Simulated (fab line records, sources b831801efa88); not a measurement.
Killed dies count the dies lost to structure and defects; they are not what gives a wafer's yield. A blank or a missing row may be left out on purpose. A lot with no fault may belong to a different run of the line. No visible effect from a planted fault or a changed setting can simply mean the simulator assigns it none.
Problem report in the 8D (eight disciplines) form, filled by code + flow sky130 + the parts of the form that need people (team, actions taken, sign-off) are left out

== 1. PROBLEM STATEMENT ==
SKY_LI_CONTACT_ETCH_15, oes-product-au: mean 0.784 a.u. on 2 wafers (1 lot); fault-free wafers 0.837 a.u., standard deviation 0.0045. That is -12 standard deviations from the usual mean.
The step: etches PSG in C4F8/O2/Ar, stops on Si, target depth 600 nm.
First seen on wafer L566.1, day 34 01:49, on rie-diel-02. The record holds 36 wafers of 12 lots with a number at this step. Rule for "out", or "out of limits": more than 4 standard deviations from the usual mean. The other wafers with a number count as sound.

== 2. WHAT IT IS; WHAT IT IS NOT ==
| question                    | is                | is not                                                                                       |
|-----------------------------|-------------------|----------------------------------------------------------------------------------------------|
| which readings at this step | oes-product-au    | bias-w                                                                                       |
| which lots                  | L566              | L553, L555, L556, L557, L558, L561, L569, L570, L572, L575, L576                             |
| which wafers of those lots  | L566.1, L566.4    | L566.5                                                                                       |
| read on which tools         | rie-diel-02       | rie-diel-01, rie-diel-04                                                                     |
| when                        | from day 34 01:49 | up to then (19 sound wafers); but 15 sound wafers of L569, L570, L572, L575, L576 came after |

== 3. WHAT RULES OUT EACH SUSPECT ==
Counting: any tool at a process step up to the reading remains a suspect provided it ran every lot that is out. Sound lots after the first of them don't rule it out here, since some wafers of a struck lot are sound.
- rie-diel-02 at SKY_LI_CONTACT_ETCH_15 (etches PSG in C4F8/O2/Ar, stops on Si, target depth 600 nm): kept. L566, the lot that is out, went through it at day 34 01:49; up to then, the latest sound lot through it was L557 at day 30 15:22. Its own readings are out on those wafers: oes-product-au.
- At SKY_LI_CONTACT_ETCH_15 on rie-diel-02, chamber 2 took the sound wafers of the same lots and chamber 0 took the wafers that are out.
Left after counting: rie-diel-02 at SKY_LI_CONTACT_ETCH_15.

== 4. THE CAUSE (what the simulator had put in) ==
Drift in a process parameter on rie-diel-02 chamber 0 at SKY_LI_CONTACT_ETCH_15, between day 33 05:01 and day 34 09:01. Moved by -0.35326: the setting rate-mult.
Only this tool survived the counting.

== 5. SEQUENCE OF EFFECTS, ordered by route ==
One row per reading whose mean, taken over the struck wafers that have a number, lies over 3 standard deviations from the usual. Scope: only readings with a usual standard deviation given in the record; hours: median across lots of the time from each lot's start at the first step in this table that gives one to its start at this step; sigmas: change in usual standard deviations.
| hours | step                    | reading                  | usual      | on struck wafers | change | sigmas |
|-------|-------------------------|--------------------------|------------|------------------|--------|--------|
| 0     | SKY_LI_CONTACT_ETCH_15  | oes-product-au           | 0.837 a.u. | 0.784            | -0.053 | -12    |
| 0     | SKY_LI_CONTACT_STRIP_16 | oes-product-au           | 0.375 a.u. | 0.401            | +0.026 | +5.5   |
| 0     | SKY_LI_CONTACT_STRIP_16 | strip-time-to-endpoint-s | 3.49 s     | 4.05             | +0.56  | +17    |
| 371   | SKY_PAD_OPEN_PROBE_99   | killed-at-contacts       | 24         | 432              | +408   | +82    |
| 371   | SKY_PAD_OPEN_PROBE_99   | killed-dies              | 86         | 492              | +406   | +44    |
| 371   | SKY_PAD_OPEN_PROBE_99   | killed-on-rim            | 17         | 96               | +79    | +19    |
Process steps it contains:
- SKY_LI_CONTACT_ETCH_15: etches PSG in C4F8/O2/Ar, stops on Si, target depth 600 nm.
- SKY_LI_CONTACT_STRIP_16: strips in O2/N2.
- SKY_PAD_OPEN_PROBE_99

== 6. HOW IT WOULD HAVE BEEN CAUGHT EARLIER ==
In this record no reading fell out of limits until day 34 01:49, 21 hours after the fault had begun at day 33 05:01.
